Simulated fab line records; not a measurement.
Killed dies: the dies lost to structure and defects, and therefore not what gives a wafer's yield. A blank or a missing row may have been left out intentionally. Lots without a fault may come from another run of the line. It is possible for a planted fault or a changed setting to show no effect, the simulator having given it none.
The tool behind it: which one?	flow sky130	39 wafers from 13 lots sampled at 6 of the route's 708 steps

== WHAT EACH GAUGE READ, for each wafer ==
SKY_LDD_HVN_OVL_MEAS_07. Usual: LDD_HVN_OVL typically reads 1.2 nm, with standard deviation 1.5.
lot	measured	on	LDD_HVN_OVL (nm)	flag
L611	day 19 23:03	overlay-02	0.3 -1.6 0.1	
L612	day 20 11:30	overlay-02	1.2 0.5 -0.5	
L613	day 22 11:52	overlay-02	2.0 2.6 1.5	
L614	day 22 12:10	overlay-01	0.7 2.8 2.9	
L616	day 22 22:25	overlay-02	0.0 -1.6 0.3	
L621	day 23 15:45	overlay-01	0.5 0.0 -0.3	
L620	day 23 23:03	overlay-01	0.3 1.0 1.2	
L623	day 24 11:23	overlay-01	0.7 0.6 0.8	
L629	day 26 16:14	overlay-02	-0.3 0.1 -1.1	
L630	day 27 01:19	overlay-01	2.1 2.5 3.5	
L631	day 27 06:50	overlay-01	-0.9 1.4 1.2	
L633	day 28 01:23	overlay-02	-0.3 -0.1 0.7	
L634	day 28 05:54	overlay-02	2.0 1.2 1.6	

SKY_SD_N_TW_MEAS_12. Usual: SD_N_TW typically reads 3963, with standard deviation 23.
lot	measured	on	SD_N_TW	flag
L611	day 27 14:22	film-metro-03	3983 3984 3974	
L612	day 28 00:24	film-metro-03	3960 3964 3961	
L613	day 29 18:27	film-metro-02	3985 3980 3957	
L614	day 29 23:15	film-metro-02	3978 3937 3941	
L616	day 30 08:04	film-metro-04	3988 3990 3964	
L621	day 31 00:44	film-metro-02	3933 3927 3910	
L620	day 31 06:50	film-metro-02	3941 3925 3921	
L623	day 31 16:06	film-metro-03	221 222 219	OFF
L629	day 33 18:58	film-metro-02	3913 3922 3928	
L630	day 34 03:02	film-metro-03	3976 3991 3980	
L631	day 34 05:26	film-metro-02	3963 3964 3940	
L633	day 35 02:04	film-metro-04	3980 3973 3972	
L634	day 35 02:33	film-metro-04	3931 3945 3952	

SKY_SD_N_RS_MEAS_18: measures by four-point-probe. Usual: RES_XHIGH_RS typically reads 333.1 ohm/sq, with standard deviation 1.3.
lot	measured	on	RES_XHIGH_RS (ohm/sq)	flag
L611	day 27 14:55	film-metro-02	331.1 332.0 330.0	
L612	day 28 00:56	film-metro-04	333.9 333.1 333.8	
L613	day 29 18:58	film-metro-04	332.7 331.8 332.3	
L614	day 29 23:47	film-metro-02	333.0 333.6 332.0	
L616	day 30 08:37	film-metro-03	335.2 334.7 334.9	
L621	day 31 01:16	film-metro-02	333.3 333.6 332.4	
L620	day 31 07:23	film-metro-03	333.2 333.9 333.9	
L623	day 31 16:38	film-metro-04	334.0 333.9 333.1	
L629	day 33 19:30	film-metro-04	334.4 333.6 333.2	
L630	day 34 03:34	film-metro-03	335.1 335.5 334.6	
L631	day 34 05:58	film-metro-03	333.5 332.7 332.5	
L633	day 35 02:37	film-metro-03	332.7 334.3 333.1	
L634	day 35 03:04	film-metro-04	332.8 333.3 333.2	

== EACH LOT AND THE TOOL THAT RAN IT (in order: tool; ch and the chambers of the sampled wafers; start) ==
lot	SKY_LDD_LDN_STRIP_12	SKY_RES_XHIGH_STRIP_08	SKY_SD_N_STRIP_11
L611	plasma-asher-02 ch 0,1, day 22 13:49	plasma-asher-03 ch 0,1, day 26 08:44	plasma-asher-01 ch 0,1, day 27 14:17
L612	plasma-asher-01 ch 0,1, day 23 00:58	plasma-asher-04 ch 0,1, day 26 18:36	plasma-asher-02 ch 0,1, day 28 00:18
L613	plasma-asher-02 ch 0,1, day 24 23:56	plasma-asher-02 ch 0,1, day 28 15:10	plasma-asher-01 ch 0,1, day 29 18:21
L614	plasma-asher-02 ch 0,1, day 25 00:26	plasma-asher-02 ch 0,1, day 28 20:16	plasma-asher-01 ch 1, day 29 23:09
L616	plasma-asher-04 ch 0,1, day 25 09:58	plasma-asher-04 ch 0,1, day 29 03:59	plasma-asher-04 ch 0,1, day 30 07:59
L621	plasma-asher-01 ch 0,1, day 26 03:17	plasma-asher-02 ch 0,1, day 29 21:03	plasma-asher-02 ch 0,1, day 31 00:38
L620	plasma-asher-04 ch 0,1, day 26 10:26	plasma-asher-02 ch 0,1, day 30 02:35	plasma-asher-04 ch 0,1, day 31 06:44
L623	plasma-asher-02 ch 0,1, day 26 21:53	plasma-asher-03 ch 0,1, day 30 11:45	plasma-asher-01 ch 0,1, day 31 16:00
L629	plasma-asher-02 ch 0,1, day 29 02:16	plasma-asher-03 ch 0,1, day 32 15:45	plasma-asher-02 ch 0,1, day 33 18:51
L630	plasma-asher-01 ch 0,1, day 29 11:19	plasma-asher-03 ch 0,1, day 32 23:45	plasma-asher-02 ch 0,1, day 34 02:56
L631	plasma-asher-02 ch 0,1, day 29 14:32	plasma-asher-03 ch 1, day 33 02:13	plasma-asher-01 ch 0,1, day 34 05:20
L633	plasma-asher-01 ch 0,1, day 30 10:01	plasma-asher-02 ch 0,1, day 33 22:23	plasma-asher-01 ch 0,1, day 35 01:59
L634	plasma-asher-04 ch 0,1, day 30 12:58	plasma-asher-03 ch 0,1, day 33 23:15	plasma-asher-04 ch 0,1, day 35 02:27
- SKY_LDD_LDN_STRIP_12: strips in O2/N2.
- SKY_RES_XHIGH_STRIP_08: strips in O2/N2.
- SKY_SD_N_STRIP_11: strips in O2/N2.

== AS READ BY THE TOOLS THEMSELVES (means over the sampled wafers that have a number; for cases with no such wafer, the mark the record gives instead) ==
SKY_LDD_LDN_STRIP_12. Usual: drypump-motor-current-A 5.6 A, standard deviation 0.39; oes-product-au 0.715 a.u., standard deviation 0.0039; strip-time-to-endpoint-s 14.17 s, standard deviation 0.041.
lot	tool	drypump-motor-current-A (A)	oes-product-au (a.u.)	strip-time-to-endpoint-s (s)	flag
L611	plasma-asher-02	5.2	0.716	14.24	
L612	plasma-asher-01	5.7	0.716	14.21	
L613	plasma-asher-02	5.2	0.718	14.19	
L614	plasma-asher-02	5.2	0.711	14.17	
L616	plasma-asher-04	6.0	0.720	14.18	
L621	plasma-asher-01	5.4	0.718	14.12	
L620	plasma-asher-04	6.0	0.716	14.21	
L623	plasma-asher-02	5.1	0.712	14.12	
L629	plasma-asher-02	5.2	0.715	14.20	
L630	plasma-asher-01	5.7	0.715	14.16	
L631	plasma-asher-02	5.2	0.713	14.16	
L633	plasma-asher-01	5.6	0.717	14.13	
L634	plasma-asher-04	6.0	0.714	14.22	

SKY_RES_XHIGH_STRIP_08. Usual: drypump-motor-current-A 5.9 A, standard deviation 0.46; oes-product-au 0.711 a.u., standard deviation 0.0045; strip-time-to-endpoint-s 14.27 s, standard deviation 0.043.
lot	tool	drypump-motor-current-A (A)	oes-product-au (a.u.)	strip-time-to-endpoint-s (s)	flag
L611	plasma-asher-03	6.3	0.713	14.29	
L612	plasma-asher-04	6.0	0.715	14.29	
L613	plasma-asher-02	5.1	0.714	14.34	
L614	plasma-asher-02	5.2	0.711	14.29	
L616	plasma-asher-04	6.0	0.711	14.26	
L621	plasma-asher-02	5.2	0.710	14.30	
L620	plasma-asher-02	5.2	0.713	14.24	
L623	plasma-asher-03	6.3	0.952	-	OFF
L629	plasma-asher-03	6.3	0.708	14.25	
L630	plasma-asher-03	6.0	0.708	14.22	
L631	plasma-asher-03	5.8	0.715	14.24	
L633	plasma-asher-02	5.2	0.712	14.28	
L634	plasma-asher-03	6.1	0.712	14.33	

SKY_SD_N_STRIP_11. Usual: drypump-motor-current-A 5.5 A, standard deviation 0.37; oes-product-au 0.529 a.u., standard deviation 0.0048; strip-time-to-endpoint-s 22.39 s, standard deviation 0.036.
lot	tool	drypump-motor-current-A (A)	oes-product-au (a.u.)	strip-time-to-endpoint-s (s)	flag
L611	plasma-asher-01	5.6	0.527	22.40	
L612	plasma-asher-02	5.2	0.526	22.39	
L613	plasma-asher-01	5.4	0.529	22.37	
L614	plasma-asher-01	5.2	0.526	22.41	
L616	plasma-asher-04	6.0	0.530	22.35	
L621	plasma-asher-02	5.2	0.527	22.36	
L620	plasma-asher-04	6.0	0.527	22.38	
L623	plasma-asher-01	5.4	0.549	24.16	OFF
L629	plasma-asher-02	5.2	0.531	22.39	
L630	plasma-asher-02	5.2	0.529	22.38	
L631	plasma-asher-01	5.7	0.530	22.38	
L633	plasma-asher-01	5.6	0.529	22.37	
L634	plasma-asher-04	6.0	0.524	22.39	

== THE ANSWER, worked out from the rows above alone ==
Rule: take the mean of a lot's wafers that have a number; if it is more than 3 standard deviations from the usual mean, the lot is off. A lot without any number at a reading at which 4 lots or more have one is off too. All remaining lots with rows at the step are treated as sound. After the gauges, taken in route order, come the tools' own readings; for these a lot's mean is taken, as printed above. At the first step where some lot is off, the reading lying furthest off is the one used; lots without a number count as furthest.
Off: at SKY_SD_N_TW_MEAS_12 (SD_N_TW), L623.
If a tool, at a process step before that reading, ran all the lots that are off and no sound lot after the first of them, it fits. Not tried: the gauges at SKY_SD_N_TW_MEAS_12; whatever is off there is also off at SKY_RES_XHIGH_STRIP_08, on other tools, and gauge error can't account for it. None of those tried fits.

== WHAT HAD BEEN PUT IN BY THE SIMULATOR ==
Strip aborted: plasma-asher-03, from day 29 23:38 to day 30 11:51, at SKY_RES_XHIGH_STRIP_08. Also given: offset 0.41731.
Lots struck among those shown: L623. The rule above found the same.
